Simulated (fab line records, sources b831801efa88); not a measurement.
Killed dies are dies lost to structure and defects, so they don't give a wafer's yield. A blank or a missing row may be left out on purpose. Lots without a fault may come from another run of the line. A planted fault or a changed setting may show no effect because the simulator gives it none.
One fault seen from 2 desks | flow sky130 | each desk has only its own numbers; what lay behind them comes last

THE METROLOGY DESK
What the gauges read, lot by lot, whatever tool the lot ran on: means of the sampled wafers that have a number. A lot is out of limits, marked OUT, if its mean lies more than 4 standard deviations from the usual mean; the brackets give that distance.
Columns: A = NWELL_TW at SKY_NWELL_TW_MEAS_15, usual 1829; B = NWELL_RS at SKY_NWELL_RS_MEAS_29, usual 625.2 ohm/sq; C = SD_N_OVL at SKY_SD_N_OVL_MEAS_08, usual 1.6 nm; D = cd_nm at SKY_LOCAL_INTERCONNECT_CD_MEAS_11, usual 169.7 nm
lot  | first seen here | A              | B               | C    | D
L409 | day 4 11:32     | 1836           | 622.6           | 0.9  | 165.7
L410 | day 4 19:16     | 1826           | 625.0           | -0.5 | 171.1
L414 | day 5 20:32     | 1821           | 623.8           | 0.6  | 170.4
L415 | day 6 03:28     | 1829           | 625.7           | 0.7  | 171.6
L422 | day 7 18:06     | 1718 (-14) OUT | 701.6 (+51) OUT | 1.9  | 170.8
L424 | day 8 04:40     | 1714 (-14) OUT | 697.5 (+48) OUT | 1.8  | 168.8
L426 | day 8 15:35     | 1827           | 625.2           | 3.1  | 172.1
L428 | day 9 05:47     | 1830           | 627.3           | 1.7  | 168.0
L429 | day 9 10:26     | 1838           | 623.7           | 2.9  | 170.2
L430 | day 9 15:54     | 1819           | 625.7           | 1.3  | 170.2
L431 | day 9 21:19     | 1835           | 624.5           | 1.2  | 170.5
L432 | day 10 06:39    | 1824           | 625.9           | 2.1  | 170.6
This desk's finding: out of limits on L422, L424; first on L422, day 7 18:06 (NWELL_TW at SKY_NWELL_TW_MEAS_15). In limits: L409, L410, L414, L415, L426, L428, L429, L430, L431, L432.

THE TOOL OWNER'S DESK: implanter-02
The tool's own readings at SKY_NWELL_IMPLANT_11: means of the sampled wafers that have a number, for each lot that ran on this tool. A lot is out of limits, marked OUT, if its mean lies more than 4 standard deviations from the usual mean; the brackets give that distance.
Columns: A = beam_on_s at SKY_NWELL_IMPLANT_11, usual 10.03 s; B = faraday_current_uA at SKY_NWELL_IMPLANT_11, usual 106.8
lot  | first seen here | A               | B
L409 | day 4 11:01     | 9.95            | 107.5
L410 | day 4 18:44     | 9.98            | 107.6
L422 | day 7 17:34     | 8.14 (-8.6) OUT | 131.6 (+11) OUT
L424 | day 8 04:09     | 8.09 (-8.8) OUT | 132.5 (+11) OUT
This desk's finding: out of limits on L422, L424; first on L422, day 7 17:34 (beam_on_s at SKY_NWELL_IMPLANT_11). In limits: L409, L410.

PUT TOGETHER
The tool owner's desk could have raised an alarm at day 7 17:34, on L422, L424.
The metrology desk could have raised an alarm at day 7 18:06, on L422, L424.
Of the lots named, all ran SKY_NWELL_IMPLANT_11 on implanter-02.

WHAT THE SIMULATOR HAD PUT IN
Process parameter drift: implanter-02, from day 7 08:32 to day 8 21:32, at SKY_NWELL_IMPLANT_11. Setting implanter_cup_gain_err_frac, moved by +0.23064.
Lots struck among those shown: L422, L424.
Hours from the fault's start to each desk's first reading out of limits: the tool owner's desk, 9; the metrology desk, 10.
